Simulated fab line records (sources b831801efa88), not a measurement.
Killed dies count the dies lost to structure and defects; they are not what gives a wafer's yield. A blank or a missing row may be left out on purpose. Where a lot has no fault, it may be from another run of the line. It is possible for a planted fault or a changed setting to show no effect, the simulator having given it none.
A lot that was struck, set against a sound lot || flow sky130 || 22 out of 708 route steps
Sound: these wafers, L279.3, L279.4, L279.6. Struck: wafer L293.1. (L293.3, L293.6 of the same lot were not struck and are left out.) The cause comes at the end.
At each step with rows: each side's tool, then ch and its chambers, then its first start. Under that, the readings that differ: sound wafers || struck wafers || difference of the means || sigmas: that difference in standard deviations of wafers without a fault.
alike: a reading whose means differ by less than 2 such deviations, as well as words and numbers matching on both sides. not compared: withheld readings; readings where some wafer has no value; bounds like >300 that might hide an equal value; numbers whose values overlap and for which the record gives no deviation.
The two part at a step that has a row with sigmas, a row that says differs or no value, or rows on one side only. When numbers do not overlap yet have no deviation, they are printed without sigmas and do not part them. Lack of a reading on every wafer of one side parts them only where that side has two or more wafers.

first, 8 steps without rows for these wafers: SKY_DNWELL_DEHYDRATE_00 (time 60 s); SKY_DNWELL_HMDS_01 (prime time 60 s); SKY_DNWELL_COAT_02 (resist thk 3000 nm); SKY_DNWELL_SOFTBAKE_03; SKY_DNWELL_EXPOSE_04 (exposes mask DNM, target cd 3000 nm); SKY_DNWELL_PEB_05; SKY_DNWELL_DEVELOP_06 (develop time 60 s); SKY_DNWELL_IMPLANT_07.
SKY_DNWELL_STRIP_08: strips in O2/N2.
  sound on plasma asher-04 ch 0,1, day 4 03:21; struck on plasma asher-04 ch 0, day 7 05:10
{"reading": "oes product au (a.u.)", "sound": "0.725 0.737 0.723", "struck": 0.718, "difference": -0.010, "sigmas": -2}
{"reading": "rf hours counter h (h)", "sound": "- - -", "struck": 4, "difference": "no value on the sound wafers", "sigmas": ""}
{"reading": "strip time to endpoint s (s)", "sound": "36.94 36.84 36.90", "struck": 37.12, "difference": "+0.23", "sigmas": "+2"}
  alike: chamber pressure mTorr, drypump motor current A
SKY_DNWELL_TW_MEAS_09:
  sound on film metro-03, day 4 03:26; struck on film metro-04, day 7 05:17
{"reading": "DNWELL_TW", "sound": "1122 1125 1127", "struck": 1099, "difference": -26, "sigmas": -3}
then, 2 steps without rows for these wafers: SKY_PWDE_DEHYDRATE_00 (time 60 s); SKY_PWDE_HMDS_01 (prime time 60 s).
SKY_PWDE_COAT_02: resist thk 3000 nm.
  sound on litho track-04 ch 0, day 4 11:40; struck on litho track-02 ch 0, day 7 14:10
{"reading": "model.coat_of_PWDE_COAT_02.thk nm (nm)", "sound": "3009 3003 3023", "struck": 1228, "difference": -1784, "sigmas": ""}
then, 3 steps without rows for these wafers: SKY_PWDE_SOFTBAKE_03; SKY_PWDE_EXPOSE_04 (exposes mask PWDEM, target cd 840 nm); SKY_PWDE_PEB_05.
SKY_PWDE_DEVELOP_06: develop time 60 s.
  sound on litho track-04 ch 0; struck on litho track-02 ch 0
{"reading": "model.coat_of_PWDE_COAT_02.thk nm (nm)", "sound": "3005 2999 3018", "struck": 1224, "difference": -1783, "sigmas": ""}
SKY_PWDE_OVL_MEAS_07:
  sound on overlay-01, day 4 19:49; struck on overlay-02, day 8 00:16
  alike: PWDE_OVL
next, for these wafers, 1 step has no rows: SKY_PWDE_IMPLANT_08.
SKY_PWDE_STRIP_09: strips in O2/N2.
  sound on plasma asher-03 ch 0,1, day 4 20:02; struck on plasma asher-01 ch 1, day 8 00:28
{"reading": "rf hours counter h (h)", "sound": "- - -", "struck": 34, "difference": "no value on the sound wafers", "sigmas": ""}
{"reading": "strip time to endpoint s (s)", "sound": "37.02 36.94 37.18", "struck": 16.23, "difference": -20.82, "sigmas": "-99 or more"}
  alike: chamber pressure mTorr, drypump motor current A, oes product au
SKY_PWDE_TW_MEAS_10:
  sound on film metro-03, day 4 20:07; struck on film metro-03, day 8 00:34
  alike: PWDE_TW
-- the record jumps here: 42 days lie between the struck wafers' starts before and after (it left off in module PWDE and takes up again in module PAD_OPEN, whose first step shown is number 708 of the route) --
SKY_PAD_OPEN_PROBE_99:
  only the struck wafers here have rows in the record (prober-02, day 50 00:50); the sound ones have none

WHERE THEY PART
Earliest at SKY_DNWELL_STRIP_08; latest, in this record, at SKY_PAD_OPEN_PROBE_99.

WHY: the cause the simulator had injected
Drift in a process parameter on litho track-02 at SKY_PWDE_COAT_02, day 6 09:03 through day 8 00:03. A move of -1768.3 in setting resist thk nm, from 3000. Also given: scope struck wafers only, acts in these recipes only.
